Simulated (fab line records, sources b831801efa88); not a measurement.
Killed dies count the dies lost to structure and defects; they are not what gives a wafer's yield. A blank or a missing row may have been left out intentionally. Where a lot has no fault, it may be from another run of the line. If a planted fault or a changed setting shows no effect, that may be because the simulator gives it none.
fab line records ; flow sky130
[record] lots = 13; wafers = 39; lastDay = 51
route steps=708 shown FIELD_ISO@18 PWDE@54 VT_ADJUST_NCORE@126 VT_ADJUST_HVTR@137 PAD_OPEN@708
lots that met no fault: from a run of the same line without faults
startH: start of the lot's first displayed wafer, in hours after the record's first day ; waitH: hours elapsed since this lot's preceding step ; " repeats the value in the row above ; L1.1+2: a row that stands for several wafers ; - no value, or no start was given ; * or withheld: withheld ; < > ~ a bound
route shown NAME@n: a module of which the file shows steps, and the number in the route of the first ; usual: average and standard deviation across the fault-free wafers ; same: alike in all rows ; chamber/n: place in a boat ; sites: the reading at each site ; _std_site: standard deviation across them ; _edge_site: the outer-site mean with the inner-site mean subtracted ; radiusMm: for every site, how far away it sits from the centre of the wafer ; mask NAME#n: copy n ; behind: the tool/chamber that last shaped the wafer ; hold: why the lot went on hold/how many hours it stayed there/how the hold came to an end ; device: the transistor (n, p or np) that didn't switch ; end of line: tests run on the same wafers once the route is complete ; for a step that has no rows: nothing shown but its recipe ; killed: the dies lost at the first sort to structure and to defects; this is not the yield of the wafer ; map: the dies of a wafer, with x for killed, . for not killed, _ for no die there
set.NAME: the setting as run; set.NAME@STEP: as run at that earlier step ; model.NAME: the simulator's own value behind a step, which no gauge read
the route's steps for a sample of lots (tables are steps, rows are wafers)
services: a tool's chamber out of use, with start hour (startH, from the record's first day; less than 0 if before it), hours out, and reason
[[steps]]
[step SKY_FIELD_ISO_ETCH_17]
[recipe] targetDepthA = 3420; maskMaterial = Si3N4; chemistry = HBr/Cl2/O2; target = Si; taperDeg = 5; icpW = 600; biasW = 150; pressureMtorr = 15; HBr_flow_sccm = 150; Cl2_flow_sccm = 40; O2_flow_sccm = 6; timeS = 97.7
[usual] drypumpMotorCurrentA = 5.7/0.47; oesProductAu = 1.004/0.015; throttleValvePct = 25.655/0.014
lot.wafer;tool;chamber;startH;waitH;drypumpMotorCurrentA;oesProductAu;rfHoursCounterH;throttleValvePct
L207.4;rieSi-02;0;46.99;0.1;5.4;0.993;-;25.682
L207.5;rieSi-02;2;46.99;0.1;4.9;0.996;-;25.663
L207.6;rieSi-02;3;46.99;0.1;6.0;1.032;-;25.633
L210.2;rieSi-02;0;59.90;0.1;5.4;0.984;3;25.673
L210.4;rieSi-02;1;59.90;0.1;5.8;1.030;18;25.638
L210.5;rieSi-02;2;59.90;0.1;4.9;0.998;-;25.667
L212.2;rieSi-02;2;71.50;0.1;4.9;1.004;98;25.662
L212.5;rieSi-02;1;71.50;0.1;5.9;1.025;-;25.641
L212.6;rieSi-02;0;71.50;0.1;5.4;0.992;-;25.648
L213.2;rieSi-01;0;75.80;0.1;5.8;0.986;118;25.667
L213.4;rieSi-01;3;75.80;0.1;6.4;1.027;1;25.642
L213.6;rieSi-01;2;75.80;0.1;6.2;0.998;-;25.672
L215.1;rieSi-02;2;87.85;0.1;4.9;1.009;98;25.665
L215.4;rieSi-02;2;87.85;0.1;4.9;0.995;-;25.661
L215.5;rieSi-02;0;87.85;0.1;5.4;0.996;-;25.654
L216.1;rieSi-02;2;93.20;0.1;4.9;1.005;98;25.656
L216.4;rieSi-02;1;93.20;0.1;5.9;1.022;-;25.630
L216.5;rieSi-02;0;93.20;0.1;5.4;0.990;-;25.665
L218.3;rieSi-01;3;102.60;0.0;6.4;1.019;1;25.644
L218.4;rieSi-01;2;102.60;0.0;6.2;0.992;139;25.651
L218.5;rieSi-01;2;102.60;0.0;6.2;1.001;-;25.664
L219.1;rieSi-01;2;108.25;0.1;6.1;1.002;139;25.642
L219.2;rieSi-01;3;108.25;0.1;6.4;1.020;1;25.643
L219.5;rieSi-01;0;108.25;0.1;5.8;0.988;-;25.670
L221.1;rieSi-02;2;120.19;0.1;4.9;0.994;98;25.670
L221.3;rieSi-02;0;120.19;0.1;5.4;0.992;4;25.667
L221.6;rieSi-02;3;120.19;0.1;6.0;1.014;-;25.673
L223.2;rieSi-02;1;127.50;0.1;5.9;1.017;18;25.670
L223.3;rieSi-02;2;127.50;0.1;4.9;0.995;98;25.654
L223.4;rieSi-02;3;127.50;0.1;6.0;1.004;0;25.657
L224.2;rieSi-02;3;134.19;0.1;6.0;1.007;0;25.655
L224.3;rieSi-02;1;134.19;0.1;5.8;1.020;18;25.657
L224.4;rieSi-02;2;134.19;0.1;4.9;0.982;98;25.650
L226.1;rieSi-02;2;143.39;0.1;4.9;0.992;98;25.658
L226.4;rieSi-02;3;143.39;0.1;6.0;1.004;0;25.658
L226.6;rieSi-02;3;143.39;0.1;6.0;1.000;-;25.670
L227.1;rieSi-01;0;149.10;0.1;5.8;0.990;118;25.652
L227.3;rieSi-01;2;149.10;0.1;6.2;1.002;0;25.657
L227.4;rieSi-01;1;149.10;0.1;5.4;0.999;131;25.656
[step SKY_PWDE_STRIP_09]
[recipe] chemistry = O2/N2; powerW = 1400; pressureMtorr = 1500; platenTempC = withheld; o2FlowSccm = 3000; n2FlowSccm = 300; overashFraction = 0.5
[usual] drypumpMotorCurrentA = 5.8/0.47; oesProductAu = 0.723/0.0046; stripTimeToEndpointS = 36.91/0.11
lot.wafer;tool;chamber;startH;waitH;drypumpMotorCurrentA;oesProductAu;rfHoursCounterH;stripTimeToEndpointS
L207.4;plasmaAsher-01;0;88.50;0.1;5.3;0.725;-;36.74
L207.5;plasmaAsher-01;1;88.50;0.1;6.3;0.714;-;36.75
L207.6;plasmaAsher-01;0;88.50;0.1;5.3;0.724;-;36.68
L210.2;plasmaAsher-01;0;105.02;0.1;5.3;0.727;30;36.85
L210.4;plasmaAsher-01;0;105.02;0.1;5.2;0.721;-;36.95
L210.5;plasmaAsher-01;0;105.02;0.1;5.3;0.715;-;36.91
L212.2;plasmaAsher-03;1;117.10;0.1;6.1;0.722;30;36.91
L212.5;plasmaAsher-03;1;117.10;0.1;6.1;0.730;-;37.05
L212.6;plasmaAsher-03;0;117.10;0.1;6.1;0.720;-;36.99
L213.2;plasmaAsher-02;1;121.72;0.1;5.2;0.727;0;37.00
L213.4;plasmaAsher-02;0;121.72;0.1;5.2;0.721;-;37.15
L213.6;plasmaAsher-02;1;121.72;0.1;5.2;0.716;-;36.98
L215.1;plasmaAsher-01;0;134.40;0.1;5.3;0.720;31;36.85
L215.4;plasmaAsher-01;1;134.40;0.1;6.4;0.713;-;36.79
L215.5;plasmaAsher-01;0;134.40;0.1;5.2;0.731;-;36.80
L216.1;plasmaAsher-03;0;139.37;0.1;6.1;0.723;33;36.98
L216.4;plasmaAsher-03;1;139.37;0.1;6.1;0.726;-;37.04
L216.5;plasmaAsher-03;0;139.37;0.1;6.1;0.725;-;36.99
L218.3;plasmaAsher-03;1;151.95;0.1;6.0;0.720;-;36.78
L218.4;plasmaAsher-03;0;151.95;0.1;6.0;0.719;-;36.72
L218.5;plasmaAsher-03;1;151.95;0.1;6.1;0.734;-;36.82
L219.1;plasmaAsher-02;1;156.47;0.1;5.2;0.730;5;36.93
L219.2;plasmaAsher-02;0;156.47;0.1;5.2;0.719;5;36.98
L219.5;plasmaAsher-02;1;156.47;0.1;5.2;0.724;-;36.88
L221.1;plasmaAsher-03;1;169.22;0.1;6.0;0.722;36;36.89
L221.3;plasmaAsher-03;0;169.22;0.1;6.0;0.727;-;36.85
L221.6;plasmaAsher-03;1;169.22;0.1;6.1;0.727;-;36.79
L223.2;plasmaAsher-01;0;175.17;0.1;5.3;0.729;36;37.09
L223.3;plasmaAsher-01;1;175.17;0.1;6.3;0.721;-;36.92
L223.4;plasmaAsher-01;0;175.17;0.1;5.2;0.725;-;36.92
L224.2;plasmaAsher-02;1;183.70;0.1;5.2;0.724;7;37.06
L224.3;plasmaAsher-02;1;183.70;0.1;5.2;0.727;-;37.07
L224.4;plasmaAsher-02;0;183.70;0.1;5.1;0.724;-;37.05
L226.1;plasmaAsher-02;0;193.80;0.1;5.2;0.726;8;36.97
L226.4;plasmaAsher-02;0;193.80;0.1;5.2;0.723;-;36.96
L226.6;plasmaAsher-02;1;193.80;0.1;5.2;0.719;-;36.91
L227.1;plasmaAsher-01;0;198.02;0.1;5.3;0.728;37;36.71
L227.3;plasmaAsher-01;0;198.02;0.1;5.3;0.724;-;36.68
L227.4;plasmaAsher-01;1;198.02;0.1;6.4;0.716;-;36.75
[step SKY_VT_ADJUST_NCORE_CD_MEAS_07]
[recipe] targetCdNm = 380
[usual] cdNm = 379.5/2.8
lot.wafer;tool;chamber;startH;waitH;cdNm
L207.4;cdSem-02;-;212.29;0.1;383.8
L207.5;cdSem-02;-;212.29;0.1;382.8
L207.6;cdSem-02;-;212.29;0.1;380.0
L210.2;cdSem-02;-;232.86;0.1;379.4
L210.4;cdSem-02;-;232.86;0.1;377.1
L210.5;cdSem-02;-;232.86;0.1;380.6
L212.2;cdSem-02;-;248.73;0.1;374.8
L212.5;cdSem-02;-;248.73;0.1;376.0
L212.6;cdSem-02;-;248.73;0.1;377.5
L213.2;cdSem-02;-;256.35;0.1;373.6
L213.4;cdSem-02;-;256.35;0.1;374.6
L213.6;cdSem-02;-;256.35;0.1;375.9
L215.1;cdSem-02;-;269.36;0.1;380.3
L215.4;cdSem-02;-;269.36;0.1;382.5
L215.5;cdSem-02;-;269.36;0.1;382.5
L216.1;cdSem-02;-;284.41;0.1;381.5
L216.4;cdSem-02;-;284.41;0.1;381.3
L216.5;cdSem-02;-;284.41;0.1;380.2
L218.3;cdSem-02;-;287.22;0.1;380.6
L218.4;cdSem-02;-;287.22;0.1;380.8
L218.5;cdSem-02;-;287.22;0.1;380.1
L219.1;cdSem-02;-;305.78;0.1;373.4
L219.2;cdSem-02;-;305.78;0.1;373.5
L219.5;cdSem-02;-;305.78;0.1;374.0
L221.1;cdSem-01;-;311.48;0.1;379.7
L221.3;cdSem-01;-;311.48;0.1;381.7
L221.6;cdSem-01;-;311.48;0.1;380.0
L223.2;cdSem-02;-;314.50;0.1;375.3
L223.3;cdSem-02;-;314.50;0.1;372.4
L223.4;cdSem-02;-;314.50;0.1;376.0
L224.2;cdSem-01;-;338.15;0.1;379.4
L224.3;cdSem-01;-;338.15;0.1;378.6
L224.4;cdSem-01;-;338.15;0.1;380.3
L226.1;cdSem-01;-;340.78;0.1;383.3
L226.4;cdSem-01;-;340.78;0.1;380.6
L226.6;cdSem-01;-;340.78;0.1;381.2
L227.1;cdSem-01;-;357.18;0.1;380.7
L227.3;cdSem-01;-;357.18;0.1;379.0
L227.4;cdSem-01;-;357.18;0.1;379.5
[step SKY_VT_ADJUST_HVTR_DEVELOP_06]
[recipe] developTimeS = 60; devTempC = 23
lot.wafer;tool;chamber;startH;waitH
L207.4+5+6;lithoTrack-01;0;235.81;0.1
L210.2+4+5;lithoTrack-03;0;255.93;0.1
L212.2+5+6;lithoTrack-03;0;280.43;0.1
L213.2+4+6;lithoTrack-03;0;283.33;0.1
L215.1+4+5;lithoTrack-03;0;287.96;0.1
L216.1+4+5;lithoTrack-01;0;310.73;0.1
L218.3+4+5;lithoTrack-01;0;313.28;0.1
L219.1+2+5;lithoTrack-03;0;332.16;0.1
L221.1+3+6;lithoTrack-03;0;338.51;0.1
L223.2+3+4;lithoTrack-03;0;341.38;0.1
L224.2+3+4;lithoTrack-04;0;365.15;0.1
L226.1+4+6;lithoTrack-01;0;368.68;0.1
L227.1+3+4;lithoTrack-04;0;385.62;0.1
[step SKY_VT_ADJUST_HVTR_CD_MEAS_07]
[recipe] targetCdNm = 380
[usual] cdNm = 379.5/2.2
lot.wafer;tool;chamber;startH;waitH;cdNm
L207.4;cdSem-01;-;235.94;0.1;379.6
L207.5;cdSem-01;-;235.94;0.1;381.0
L207.6;cdSem-01;-;235.94;0.1;380.8
L210.2;cdSem-01;-;256.08;0.1;382.2
L210.4;cdSem-01;-;256.08;0.1;384.2
L210.5;cdSem-01;-;256.08;0.1;381.4
L212.2;cdSem-02;-;280.58;0.1;382.3
L212.5;cdSem-02;-;280.58;0.1;383.5
L212.6;cdSem-02;-;280.58;0.1;381.3
L213.2;cdSem-01;-;283.48;0.1;378.6
L213.4;cdSem-01;-;283.48;0.1;378.3
L213.6;cdSem-01;-;283.48;0.1;376.0
L215.1;cdSem-01;-;288.11;0.1;375.3
L215.4;cdSem-01;-;288.11;0.1;375.1
L215.5;cdSem-01;-;288.11;0.1;376.2
L216.1;cdSem-02;-;310.88;0.1;383.3
L216.4;cdSem-02;-;310.88;0.1;381.3
L216.5;cdSem-02;-;310.88;0.1;382.9
L218.3;cdSem-01;-;313.42;0.1;379.8
L218.4;cdSem-01;-;313.42;0.1;376.0
L218.5;cdSem-01;-;313.42;0.1;377.8
L219.1;cdSem-01;-;332.31;0.1;378.5
L219.2;cdSem-01;-;332.31;0.1;379.4
L219.5;cdSem-01;-;332.31;0.1;378.9
L221.1;cdSem-02;-;338.66;0.1;343.6
L221.3;cdSem-02;-;338.66;0.1;345.6
L221.6;cdSem-02;-;338.66;0.1;346.0
L223.2;cdSem-01;-;341.57;0.2;349.1
L223.3;cdSem-01;-;341.57;0.2;349.7
L223.4;cdSem-01;-;341.57;0.2;349.1
L224.2;cdSem-01;-;365.29;0.1;379.7
L224.3;cdSem-01;-;365.29;0.1;380.1
L224.4;cdSem-01;-;365.29;0.1;378.7
L226.1;cdSem-02;-;368.83;0.1;381.8
L226.4;cdSem-02;-;368.83;0.1;379.7
L226.6;cdSem-02;-;368.83;0.1;379.6
L227.1;cdSem-01;-;385.77;0.1;377.1
L227.3;cdSem-01;-;385.77;0.1;378.5
L227.4;cdSem-01;-;385.77;0.1;377.5
[step SKY_PAD_OPEN_PROBE_99]
[usual] killed_at_M0_to_M3 = 43/6.8; killed_at_M4_up = 3.2/2; killedAtContacts = 24/5.3; killedAtFrontEnd = 16/4.4; killedAtOther = 0.3/0.54; killedDies = 86/9.4; killedOpen = 48/6.6; killedShort = 38/6.5
[same] grossDies = 492; killedAtBackSide = 0
lot.wafer;tool;chamber;startH;waitH;killed_at_M0_to_M3;killed_at_M4_up;killedAtContacts;killedAtFrontEnd;killedAtOther;killedDies;killedOpen;killedShort
L221.3;prober-02;-;1190.01;0.2;44;4;27;21;0;96;54;40
L221.6;prober-02;-;1190.16;0.2;39;1;28;20;1;89;49;39
L223.3;prober-01;-;1194.47;0.2;51;4;35;22;0;112;60;51
L223.4;prober-01;-;1194.52;0.2;51;1;19;14;1;86;50;33
// killed by level:class
L221.3 VIA1:geometricParticle:open=14 CONTACT:geometricParticle:open=12 VIA3:geometricParticle:open=8 POLY_GATE:geometricParticle:short=5 VIA2:geometricParticle:short=5 LI_CONTACT:geometricParticle:short=4 POLY_GATE:geometricParticle:open=4 LI_CONTACT:geometricParticle:open=4
L221.6 CONTACT:geometricParticle:short=10 CONTACT:geometricParticle:open=9 VIA1:geometricParticle:open=9 METAL3:geometricParticle:short=8 LI_CONTACT:geometricParticle:open=7 POLY_GATE:geometricParticle:open=5 VIA3:geometricParticle:open=5 VIA2:geometricParticle:open=5
L223.3 CONTACT:geometricParticle:open=13 VIA1:geometricParticle:open=13 CONTACT:geometricParticle:short=9 LI_CONTACT:geometricParticle:open=8 FIELD_ISO:geometricParticle:short=7 VIA2:geometricParticle:open=7 METAL1:geometricParticle:short=6 VIA2:geometricParticle:short=5
L223.4 VIA1:geometricParticle:open=15 VIA2:geometricParticle:open=10 CONTACT:geometricParticle:open=7 POLY_GATE:geometricParticle:open=5 VIA1:geometricParticle:short=5 METAL1:geometricParticle:short=4 METAL2:geometricParticle:short=4 VIA3:geometricParticle:open=4
[[services]]
tool;chamber;startH;hours;kind
plasmaAsher-03;-;37.64;2.8;pm
rieSi-02;3;84.59;-;clean
rieSi-02;3;84.59;14.0;scheduledDown
plasmaAsher-02;-;108.75;9.0;pm
plasmaAsher-01;-;118.82;14.6;pm
rieSi-01;1;146.51;1.8;repair
rieSi-02;2;151.33;7.0;repair
rieSi-01;1;174.59;2.8;repair
plasmaAsher-01;-;188.25;7.5;repair
rieSi-01;0;198.72;32.7;repair
rieSi-01;-;210.61;0.4;repair
plasmaAsher-02;-;216.41;1.1;repair
rieSi-01;3;228.41;1.6;repair
rieSi-02;2;246.35;3.3;repair
rieSi-02;2;250.10;3.9;repair
rieSi-01;0;251.96;6.9;repair
rieSi-02;2;272.39;4.0;repair
plasmaAsher-01;-;286.27;4.3;pm
plasmaAsher-01;-;313.55;0.9;repair
rieSi-02;0;325.73;2.3;repair
rieSi-02;-;347.27;1.9;repair
rieSi-01;-;349.16;15.6;pm
rieSi-02;3;369.29;27.9;repair
plasmaAsher-03;-;376.76;8.6;repair
[[key]]
[firstSign] step = SKY_VT_ADJUST_HVTR_CD_MEAS_07; reading = cdNm; direction = down; sigmas = 15; usual = 379.5; struck = 347.2
effect none on later readings
metAt SKY_VT_ADJUST_HVTR_DEVELOP_06
struckLots L221,L223
rowsEnd L221.1,L223.2
testerLeftOut L221,L223
notActingAt SKY_FIELD_ISO_ETCH_17,SKY_PWDE_STRIP_09,SKY_VT_ADJUST_NCORE_CD_MEAS_07
onsetBetween 332.16 338.51
[fault] kind = processParameterDrift; tool = lithoTrack-03; chamber = -; onsetH = 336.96; steps = SKY_VT_ADJUST_HVTR_DEVELOP_06; channel = developTimeS; offset = *; shape = step; endH = 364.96; actsIn = *; stated = *
// testerLeftOut: of these lots the tester's yield and bins aren't shown, on N5 and GAA mostly nor the transistor test; their killed dies are dies lost to structure and defects alone, not to doping, threshold or leakage, so they don't give the yield
// rowsEnd: these wafers met a further fault down the route, and their rows from its step on are left out
